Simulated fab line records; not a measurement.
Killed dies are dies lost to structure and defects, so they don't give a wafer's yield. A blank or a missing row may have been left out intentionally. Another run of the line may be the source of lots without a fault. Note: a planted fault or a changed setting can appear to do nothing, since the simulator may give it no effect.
fab line records | flow sfq-line
[record] lots = 7 wafers = 18 last-day = 77
route steps=325 shown I4@170 JJ@178 M5@198 A5B@209 R5@225
lots with no fault: from the same line, run without faults
start-h: the number of hours between the record's first day and the start of the first shown wafer of the lot | wait-h: hours elapsed since this lot's preceding step | " as in the row above | L1.1+2: a row that stands for several wafers | - no value, or no start given | * or withheld: withheld | < > ~ a bound
route shown NAME@n: names a module that has steps shown in the file, with the first one's number in the route | usual: mean and standard deviation over wafers with no fault | same: alike in all rows | chamber/n: place in a boat | sites: per-site readings | _std_site: how widely they spread, as a standard deviation | _edge_site: outer sites' mean less inner sites' | radius-mm: how far each site lies from the wafer's centre | mask NAME#n: copy n | behind: the tool/chamber that last shaped the wafer | hold: the reason the lot was held/the length of the hold in hours/how it ended | device: which transistor (n, p or np) failed to switch | end of line: the tests these same wafers got at the end of their route | for a step that has no rows: nothing shown but its recipe | killed: dies that structure and defects cost at the first sort, which is not the same as the wafer's yield | map: the dies of a wafer, with x for killed, . for not killed, _ for no die there
set.NAME: the setting that was run; set.NAME@STEP: the one run at that earlier step | model.NAME: the simulator's own value behind a step, which no gauge read
lots at some steps of the route; a table a step, a row a wafer
services: from which hour (start-h, from the record's first day; less than 0 if before it) a tool's chamber was out of use, for how many hours, and why
[[steps]]
[step SFQ_TRILAYER_I4_VIA_LITHO_EXPOSE_104]
[recipe] mask-id = I4 na = 0.6 source-shape = conventional sigma-outer = 0.65 target-cd-nm = 700 dose-mj = 21.3
[step SFQ_TRILAYER_I4_VIA_LITHO_PEB_106]
[recipe] peb-temp-c = 115 peb-time-s = 60 resist = KrF
[step SFQ_TRILAYER_I4_VIA_LITHO_DEVELOP_105]
[recipe] time-s = 60 resist = KrF
[step SFQ_I4_OVL_MEAS_928]
[usual] I4_OVL = -4/5.5
// columns lot.wafer tool chamber start-h wait-h I4_OVL[nm]
L766.1 overlay-01 - 931.57 0.1 -14
L766.4 " - " " -9
L766.6 " - " " -9
L768.2 overlay-01 - 937.58 0.1 5
L768.4 " - " " 2
L768.5 " - " " 1
L778.1 overlay-01 - 1031.75 0.1 -12
L778.4 " - " " -7
L779.1 overlay-01 - 1038.95 0.1 -1
L779.6 " - " " -5
L782.1 overlay-01 - 1052.15 0.1 0
L782.6 " - " " 4
L786.1 overlay-02 - 1085.75 0.1 -1
L786.4 " - " " -4
L786.6 " - " " -7
L789.1 overlay-02 - 1098.50 0.1 -3
L789.3 " - " " 1
L789.4 " - " " 1
[step SFQ_TRILAYER_I4_VIA_BARC_OPEN_VIA_ETCH_146]
[recipe] mask-material = PR chemistry = O2 target-depth-nm = 125 target = BARC source-w = 500 bias-w = 80 pressure-mtorr = 30 time-s = 41.7
[usual] drypump-motor-current-A = 5.8/0.34 oes-product-au = 0.685/0.0043
// columns lot.wafer tool chamber start-h wait-h drypump-motor-current-A oes-product-au rf-hours-counter-h
L766.1 rie-diel-04 3 931.61 0.0 5.8 0.693 8
L766.4 " 0 " " 5.7 0.685 7
L766.6 " 0 " " 5.7 0.691 -
L768.2 rie-diel-01 1 937.61 0.0 5.9 0.690 4
L768.4 " 2 " " 6.1 0.676 9
L768.5 " 2 " " 6.1 0.689 -
L778.1 rie-diel-01 2 1031.78 0.0 6.1 0.680 10
L778.4 " 1 " " 5.8 0.685 6
L779.1 rie-diel-01 0 1038.98 0.0 4.7 0.684 12
L779.6 " 3 " " 5.7 0.683 -
L782.1 rie-diel-01 1 1052.18 0.0 5.9 0.683 6
L782.6 " 2 " " 6.1 0.669 -
L786.1 rie-diel-01 0 1085.78 0.0 4.8 0.693 13
L786.4 " 1 " " 5.9 0.685 7
L786.6 " 3 " " 5.8 0.677 -
L789.1 rie-diel-01 1 1098.53 0.0 5.8 0.686 7
L789.3 " 3 " " 5.8 0.682 14
L789.4 " 0 " " 4.8 0.679 14
[step SFQ_TRILAYER_I4_VIA_ETCH_VIA_ETCH_106]
[recipe] target = SiO2 stop-on = Nb mask-material = PR taper-deg = 20 chemistry = CHF3 target-depth-nm = 260 source-w = 500 bias-w = 80 pressure-mtorr = 30 time-s = withheld
[step SFQ_TRILAYER_I4_VIA_STRIP_STRIP_107]
[recipe] gas = O2 power-w = 200 platen-temp-c = 40 overash-fraction = 0.65 chemistry = O2 pressure-mtorr = 50
[step SFQ_TRILAYER_I4_VIA_STRIP_SOLV_CLEAN_108]
[recipe] chemistry = NMP temp-c = 70 time-s = 600
[step SFQ_TRILAYER_JJ_TRILAYER_DEP_PRE_CLEAN_113]
[recipe] gas = Ar time-s = 22.5 bias-v = 250
[step SFQ_TRILAYER_JJ_TRILAYER_DEP_SPUTTER_109]
[recipe] material = Nb base-pressure-pa = 1.33e-06 chamber-pressure-pa = 0.1333 substrate-temp-c = 20 target-thk-nm = 150 power-w = 2000 time-s = 100
[step SFQ_TRILAYER_JJ_TRILAYER_DEP_SPUTTER_110]
[recipe] material = Al base-pressure-pa = 1.33e-06 target-thk-nm = 8 power-w = 500 time-s = 10 chamber-pressure-pa = 0.4
[step SFQ_TRILAYER_JJ_TRILAYER_DEP_AL_OXIDATION_111]
[recipe] pressure-mbar = 0.014667 oxidation-time-s = 600 temperature-k = 293
[step SFQ_TRILAYER_JJ_TRILAYER_DEP_SPUTTER_112]
[recipe] material = Nb base-pressure-pa = 1.33e-06 chamber-pressure-pa = 0.1333 substrate-temp-c = 20 target-thk-nm = 170 power-w = 2000 time-s = 113.3
[usual] cathode-dc-power-W = 1999.9/0.39 throttle-valve-pct = 30.0/0.79
// columns lot.wafer tool chamber start-h wait-h cathode-dc-power-W throttle-valve-pct model.Nb_of_TRILAYER_JJ_TRILAYER_DEP_SPUTTER_112.thk-nm
L766.1 pvd-sputter-04 - 933.66 0.5 1999.4 31.8 165.1
L766.4 " - " " 1999.5 29.0 169.5
L766.6 " - " " 2000.6 31.6 165.8
L768.2 pvd-sputter-06 - 939.66 0.5 1999.9 31.0 169.5
L768.4 " - " " 1999.3 29.1 170.2
L768.5 " - " " 1999.9 29.2 170.1
L778.1 pvd-sputter-06 - 1034.01 0.5 1999.7 29.3 186.1
L778.4 " - " " 1999.8 31.0 184.7
L779.1 pvd-sputter-06 - 1041.23 0.5 2000.0 29.1 185.2
L779.6 " - " " 1999.8 29.0 169.8
L782.1 pvd-sputter-06 - 1054.23 0.5 2000.4 31.5 186.8
L782.6 " - " " 2000.7 31.0 172.2
L786.1 pvd-sputter-03 - 1088.45 0.5 1999.6 30.0 174.9
L786.4 " - " " 2000.2 29.9 167.4
L786.6 " - " " 1999.5 29.7 174.1
L789.1 pvd-sputter-03 - 1100.58 0.5 2000.7 30.0 164.9
L789.3 " - " " 2000.0 29.2 168.6
L789.4 " - " " 1999.7 29.7 171.5
[step SFQ_JJ_RS_MEAS_929]
[recipe] thk-meas-gauge = four-point-probe reads = Nb_of_TRILAYER_JJ_TRILAYER_DEP_SPUTTER_112
[usual] JJ_NB_RS = 1.051/0.013
// columns lot.wafer tool chamber start-h wait-h JJ_NB_RS[ohm/sq]
L766.1 film-metro-01 - 933.74 0.0 1.078
L766.4 " - " " 1.052
L766.6 " - " " 1.076
L768.2 film-metro-01 - 939.76 0.1 1.052
L768.4 " - " " 1.047
L768.5 " - " " 1.048
L778.1 film-metro-01 - 1034.09 0.0 0.956
L778.4 " - " " 0.963
L779.1 film-metro-03 - 1041.31 0.0 0.962
L779.6 " - " " 1.049
L782.1 film-metro-02 - 1054.31 0.0 0.955
L782.6 " - " " 1.037
L786.1 film-metro-01 - 1088.53 0.0 1.018
L786.4 " - " " 1.064
L786.6 " - " " 1.022
L789.1 film-metro-01 - 1100.66 0.0 1.078
L789.3 " - " " 1.057
L789.4 " - " " 1.036
[step SFQ_TRILAYER_JJ_CE_LITHO_COAT_119]
[recipe] resist = BARC spin-rpm = 3000 resist-thk-nm = 62
[step SFQ_TRILAYER_JJ_CE_LITHO_COAT_114]
[recipe] resist = KrF spin-rpm = 3000 resist-thk-nm = 600
[step SFQ_TRILAYER_JJ_CE_LITHO_SOFTBAKE_118]
[recipe] temp-c = withheld time-s = withheld resist = KrF
[step SFQ_TRILAYER_JJ_CE_LITHO_EXPOSE_115]
[recipe] mask-id = J5 na = 0.6 source-shape = conventional sigma-outer = 0.65 target-cd-nm = 700 dose-mj = 14.4
[step SFQ_TRILAYER_JJ_CE_LITHO_PEB_117]
[recipe] peb-temp-c = 115 peb-time-s = 60 resist = KrF
[step SFQ_TRILAYER_JJ_CE_LITHO_DEVELOP_116]
[recipe] time-s = 60 resist = KrF
[step SFQ_JJ_OVL_MEAS_931]
[usual] J5_OVL = -1/4.9
// columns lot.wafer tool chamber start-h wait-h J5_OVL[nm]
L766.1 overlay-02 - 965.82 0.1 9
L766.4 " - " " 2
L766.6 " - " " 1
L768.2 overlay-02 - 971.82 0.1 0
L768.4 " - " " 1
L768.5 " - " " 2
L778.1 overlay-02 - 1060.44 0.1 3
L778.4 " - " " -1
L779.1 overlay-02 - 1067.64 0.1 -5
L779.6 " - " " -6
L782.1 overlay-02 - 1079.64 0.1 -2
L782.6 " - " " -3
L786.1 overlay-02 - 1110.88 0.1 6
L786.4 " - " " -8
L786.6 " - " " -1
L789.1 overlay-02 - 1126.48 0.1 1
L789.3 " - " " 2
L789.4 " - " " 1
[step SFQ_TRILAYER_JJ_CE_METRO_MEASURE_117]
[usual] cd-nm = 700.0/1.5
// columns lot.wafer tool chamber start-h wait-h cd-nm
L766.1 cd-sem-02 - 965.85 0.0 700.0
L766.4 " - " " 701.3
L766.6 " - " " 700.7
L768.2 cd-sem-01 - 972.05 0.2 699.4
L768.4 " - " " 699.5
L768.5 " - " " 701.1
L778.1 cd-sem-01 - 1060.48 0.0 700.1
L778.4 " - " " 699.5
L779.1 cd-sem-02 - 1067.68 0.0 700.3
L779.6 " - 1068.68 1.0 698.8
L782.1 cd-sem-01 - 1079.68 0.0 700.4
L782.6 " - 1080.68 1.0 698.9
L786.1 cd-sem-01 - 1110.92 0.0 700.7
L786.4 " - " " 701.0
L786.6 " - " " 701.2
L789.1 cd-sem-02 - 1126.52 0.0 700.3
L789.3 " - " " 700.1
L789.4 " - " " 699.3
[step SFQ_TRILAYER_JJ_CE_BARC_OPEN_RIE_150]
[recipe] mask-material = PR chemistry = O2 target-depth-nm = 240 target = BARC icp-w = 600 bias-w = 80 pressure-mtorr = 10 time-s = 80
[step SFQ_TRILAYER_JJ_CE_ETCH_RIE_118]
[recipe] target = Nb stop-on = Al2O3 mask-material = PR taper-deg = 13.257 over-etch-frac = 0.15 time-s = 97.7 chemistry = SF6 target-depth-nm = 170 icp-w = 600 bias-w = 80 pressure-mtorr = 10
[usual] drypump-motor-current-A = 5.7/0.42 he-backside-leak-sccm = 3.42/0.28 oes-product-au = 0.989/0.008
[same] over-etch-frac = 0.15
// columns lot.wafer tool chamber start-h wait-h drypump-motor-current-A he-backside-leak-sccm oes-product-au rf-hours-counter-h
L766.1 rie-metal-03 0 967.14 0.1 5.1 3.41 0.985 83
L766.4 " 1 " " 5.3 3.31 0.991 -
L766.6 " 1 " " 5.3 3.12 0.977 -
L768.2 rie-metal-03 0 973.14 0.1 5.1 3.75 0.997 84
L768.4 " 0 " " 5.1 3.51 1.006 -
L768.5 " 0 " " 5.1 3.77 0.991 -
L778.1 rie-metal-04 0 1061.77 0.1 6.0 3.21 1.000 96
L778.4 " 1 " " 5.8 3.37 1.015 -
L779.1 rie-metal-04 1 1068.97 0.1 5.8 3.60 1.007 80
L779.6 " 0 " " 6.0 3.30 0.989 -
L782.1 rie-metal-04 0 1080.97 0.1 6.0 3.15 1.005 100
L782.6 " 0 " " 6.0 3.06 1.003 -
L786.1 rie-metal-04 0 1112.21 0.1 6.0 3.35 0.997 105
L786.4 " 1 " " 5.8 3.49 0.985 -
L786.6 " 0 " " 6.0 3.30 0.991 -
L789.1 rie-metal-02 0 1127.90 0.2 6.3 3.26 0.984 162
L789.3 " 0 " " 6.4 3.39 0.972 -
L789.4 " 0 " " 6.3 3.50 0.977 -
[step SFQ_TRILAYER_JJ_ANODIZE_ANODIZE_119]
[recipe] current-density-ma-cm2 = withheld end-current-density-ma-cm2 = withheld bath-temp-c = withheld
[step SFQ_TRILAYER_JJ_CE_STRIP_STRIP_120]
[recipe] gas = O2 power-w = 200 platen-temp-c = 40 overash-fraction = 0.65 chemistry = O2 pressure-mtorr = 50
[step SFQ_TRILAYER_JJ_CE_STRIP_SOLV_CLEAN_121]
[recipe] chemistry = NMP temp-c = 70 time-s = 600
[step SFQ_TRILAYER_M5_LITHO_COAT_128]
[recipe] resist = BARC spin-rpm = 3000 resist-thk-nm = 62
[step SFQ_TRILAYER_M5_LITHO_COAT_123]
[recipe] resist = KrF spin-rpm = 3000 resist-thk-nm = 600
[step SFQ_TRILAYER_M5_LITHO_SOFTBAKE_127]
[recipe] temp-c = withheld time-s = withheld resist = KrF
[step SFQ_TRILAYER_M5_LITHO_EXPOSE_124]
[recipe] mask-id = M5 na = 0.6 source-shape = conventional sigma-outer = 0.65 target-cd-nm = 700 dose-mj = 14.4
[step SFQ_TRILAYER_M5_LITHO_PEB_126]
[recipe] peb-temp-c = 115 peb-time-s = 60 resist = KrF
[step SFQ_TRILAYER_M5_LITHO_DEVELOP_125]
[recipe] time-s = 60 resist = KrF
[step SFQ_M5_OVL_MEAS_932]
[usual] M5_OVL = -4/5.9
// columns lot.wafer tool chamber start-h wait-h M5_OVL[nm]
L766.1 overlay-01 - 1083.35 0.1 -6
L766.4 " - " " -1
L766.6 " - " " 0
L768.2 overlay-02 - 1090.10 0.1 -10
L768.4 " - " " -1
L768.5 " - " " -12
L778.1 overlay-02 - 1166.80 0.1 2
L778.4 " - " " 6
L779.1 overlay-02 - 1174.00 0.1 -7
L779.6 " - " " -5
L782.1 overlay-02 - 1188.40 0.1 4
L782.6 " - " " -1
L786.1 overlay-02 - 1212.40 0.1 -9
L786.4 " - " " -4
L786.6 " - " " -5
L789.1 overlay-02 - 1229.20 0.1 -17
L789.3 " - " " -16
L789.4 " - " " -7
[step SFQ_TRILAYER_M5_BARC_OPEN_METAL_ETCH_161]
[recipe] mask-material = PR chemistry = O2 target-depth-nm = 125 target = BARC icp-w = 600 bias-w = 80 pressure-mtorr = 10 time-s = 41.7
[step SFQ_TRILAYER_M5_ETCH_METAL_ETCH_126]
[recipe] target = Nb stop-on = SiO2 mask-material = PR over-etch-frac = 0.15 time-s = 203.2 chemistry = Cl2/BCl3 target-depth-nm = 265 icp-w = 600 bias-w = 80 pressure-mtorr = 10
[usual] drypump-motor-current-A = 5.4/0.41 he-backside-leak-sccm = 3.49/0.21 oes-product-au = 0.726/0.0062
[same] over-etch-frac = 0.15
// columns lot.wafer tool chamber start-h wait-h drypump-motor-current-A he-backside-leak-sccm oes-product-au rf-hours-counter-h
L766.1 rie-metal-01 0 1083.50 0.1 5.0 3.45 0.723 12
L766.4 " 0 " " 5.0 3.62 0.722 -
L766.6 " 0 " " 5.0 3.62 0.719 -
L768.2 rie-metal-01 0 1090.32 0.1 5.0 3.91 0.738 -
L768.4 " 0 " " 5.0 3.78 0.716 -
L768.5 " 0 " " 5.0 3.81 0.729 -
L778.1 rie-metal-01 1 1166.89 0.0 5.8 3.39 0.722 16
L778.4 " 0 " " 5.0 3.68 0.719 -
L779.1 rie-metal-04 0 1174.09 0.0 6.0 3.14 0.724 118
L779.6 " 0 " " 6.0 3.36 0.727 -
L782.1 rie-metal-03 1 1188.49 0.0 5.3 3.30 0.717 112
L782.6 " 0 " " 5.1 3.93 0.722 -
L786.1 rie-metal-03 0 1212.54 0.1 5.1 3.53 0.724 125
L786.4 " 0 " " 5.1 3.85 0.724 -
L786.6 " 0 " " 5.1 3.92 0.725 -
L789.1 rie-metal-03 1 1229.29 0.0 5.3 3.36 0.722 120
L789.3 " 1 " " 5.3 3.42 0.729 -
L789.4 " 0 " " 5.1 3.58 0.720 -
[step SFQ_TRILAYER_M5_STRIP_STRIP_127]
[recipe] gas = O2 power-w = 200 platen-temp-c = 40 overash-fraction = 0.65 chemistry = O2 pressure-mtorr = 50
[usual] drypump-motor-current-A = 5.4/0.41 he-backside-leak-sccm = 3.49/0.22 oes-product-au = 1.002/0.012
// columns lot.wafer tool chamber start-h wait-h drypump-motor-current-A he-backside-leak-sccm oes-product-au rf-hours-counter-h
L766.1 rie-metal-01 0 1083.89 0.3 5.0 3.74 0.990 12
L766.4 " 0 " " 5.0 3.72 1.013 -
L766.6 " 0 " " 5.0 3.52 1.003 -
L768.2 rie-metal-01 0 1090.84 0.5 5.0 3.68 0.990 -
L768.4 " 0 " " 5.0 3.62 0.998 -
L768.5 " 0 " " 5.0 3.78 0.988 -
L778.1 rie-metal-01 1 1167.09 0.1 5.9 3.22 0.996 16
L778.4 " 0 " " 5.0 3.68 0.996 -
L779.1 rie-metal-04 0 1174.29 0.1 6.0 3.40 0.996 118
L779.6 " 0 " " 6.0 3.41 0.995 -
L782.1 rie-metal-03 1 1188.69 0.1 5.3 3.59 1.000 112
L782.6 " 0 " " 5.1 3.39 1.013 -
L786.1 rie-metal-03 0 1212.88 0.2 5.1 3.50 1.028 126
L786.4 " 0 " " 5.1 3.88 1.025 -
L786.6 " 0 " " 5.1 3.61 1.027 -
L789.1 rie-metal-03 1 1229.49 0.1 5.3 3.47 1.005 120
L789.3 " 1 " " 5.3 3.28 1.003 -
L789.4 " 0 " " 5.1 3.73 1.024 -
[step SFQ_TRILAYER_M5_STRIP_SOLV_CLEAN_128]
[recipe] chemistry = NMP temp-c = 70 time-s = 600
[step SFQ_TRILAYER_A5B_DEP_PECVD_129]
[recipe] material = SiO2 temp-c = 150 time-s = 133.33 pressure-torr = 2.4 rf-w = 183.3 precursor = SiH4/N2O target-thk-nm = 600
[step SFQ_TRILAYER_A5B_CMP_CMP_130]
[recipe] stop-on = Nb down-force-psi = 3 platen-rpm = 60 target-thk-nm = 340.7
[step SFQ_TRILAYER_A5B_METRO_MEASURE_131]
[step SFQ_TRILAYER_R5_ETCH_METAL_ETCH_139]
[recipe] stop-on = SiO2 mask-material = PR chemistry = Cl2 target-depth-nm = 60 icp-w = 600 bias-w = 80 pressure-mtorr = 10 time-s = 40
[usual] drypump-motor-current-A = 5.8/0.39 he-backside-leak-sccm = 3.44/0.23 oes-product-au = 0.990/0.007
// columns lot.wafer tool chamber start-h wait-h drypump-motor-current-A he-backside-leak-sccm oes-product-au rf-hours-counter-h model.Nb_of_TRILAYER_JJ_TRILAYER_DEP_SPUTTER_112.thk-nm
L766.1 rie-metal-01 0 1224.49 0.0 5.0 3.54 0.993 43 155.2
L766.4 " 0 " " 5.0 3.50 0.981 - 159.7
L766.6 " 0 " " 5.0 3.65 0.989 - 155.9
L768.2 rie-metal-01 0 1230.49 0.0 5.0 3.92 0.987 44 159.6
L768.4 " 1 " " 5.8 3.44 0.983 - 160.4
L768.5 " 1 " " 5.8 3.40 0.993 - 160.3
L778.1 rie-metal-01 1 1313.90 0.1 5.8 3.28 0.977 47 176.3
L778.4 " 1 " " 5.9 3.34 0.981 - 174.8
L779.1 rie-metal-04 0 1323.54 0.0 6.0 3.50 0.990 147 175.2
L779.6 " 1 " " 5.9 3.24 0.992 - 159.7
L782.1 rie-metal-04 1 1339.14 0.0 5.8 3.38 0.995 133 176.3
L782.6 " 1 " " 5.8 3.43 0.998 - 161.6
L786.1 rie-metal-02 0 1361.15 0.0 6.4 2.99 0.990 31 164.8
L786.4 " 1 " " 5.6 3.45 0.992 - 157.6
L786.6 " 0 " " 6.3 3.12 0.996 - 164
L789.1 rie-metal-04 1 1373.15 0.0 5.8 3.56 1.002 139 154.5
L789.3 " 0 " " 6.0 3.40 0.983 - 158.7
L789.4 " 1 " " 5.8 3.56 0.996 - 161.1
[[services]]
// columns tool chamber start-h hours kind
rie-metal-03 - 938.81 14.6 pm
rie-diel-01 0 953.37 3.8 repair
cd-sem-01 - 961.01 9.8 pm
rie-diel-01 3 969.52 3.5 repair
rie-diel-01 2 1005.82 4.9 repair
rie-metal-03 0 1007.35 4.8 repair
rie-diel-01 3 1008.48 3.1 repair
cd-sem-01 - 1026.26 1.2 pm
cd-sem-01 - 1050.00 1.1 pm
cd-sem-01 - 1057.03 0.9 pm
rie-diel-01 1 1132.24 5.5 repair
rie-diel-01 3 1147.61 6.5 repair
cd-sem-01 - 1153.36 1.8 pm
rie-metal-03 1 1162.17 7.6 repair
rie-diel-01 0 1167.15 3.3 repair
rie-metal-03 0 1173.82 10.9 repair
cd-sem-01 - 1185.14 74.3 repair
rie-metal-04 - 1242.37 0.2 repair
rie-metal-03 - 1244.32 2.8 pm
cd-sem-01 - 1259.49 1.4 pm
rie-diel-01 - 1274.65 0.3 repair
rie-metal-01 0 1293.95 27.8 repair
rie-diel-01 3 1345.92 15.2 repair
rie-diel-01 0 1349.95 13.8 repair
[[key]]
[first-sign] step = SFQ_JJ_RS_MEAS_929 reading = JJ_NB_RS direction = down sigmas = 7.1 usual = 1.051 struck = 0.959
effect none on later readings
[model-effect] step = SFQ_TRILAYER_JJ_TRILAYER_DEP_SPUTTER_112 value = Nb_of_TRILAYER_JJ_TRILAYER_DEP_SPUTTER_112.thk-nm without = 171.2 struck = 185.7
[model-effect] step = SFQ_TRILAYER_R5_ETCH_METAL_ETCH_139 value = Nb_of_TRILAYER_JJ_TRILAYER_DEP_SPUTTER_112.thk-nm without = 161.1 struck = 175.7
met-at SFQ_TRILAYER_JJ_TRILAYER_DEP_SPUTTER_112
struck-wafers L778.1,L778.4,L779.1,L782.1
onset-between 939.66 1034.01
[fault] kind = process-parameter-drift tool = pvd-sputter-06 chamber = - onset-h = 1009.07 steps = SFQ_TRILAYER_JJ_TRILAYER_DEP_SPUTTER_112 channel = time-s offset = * shape = step end-h = 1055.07 scope = struck-wafers-only acts-in = * stated = *
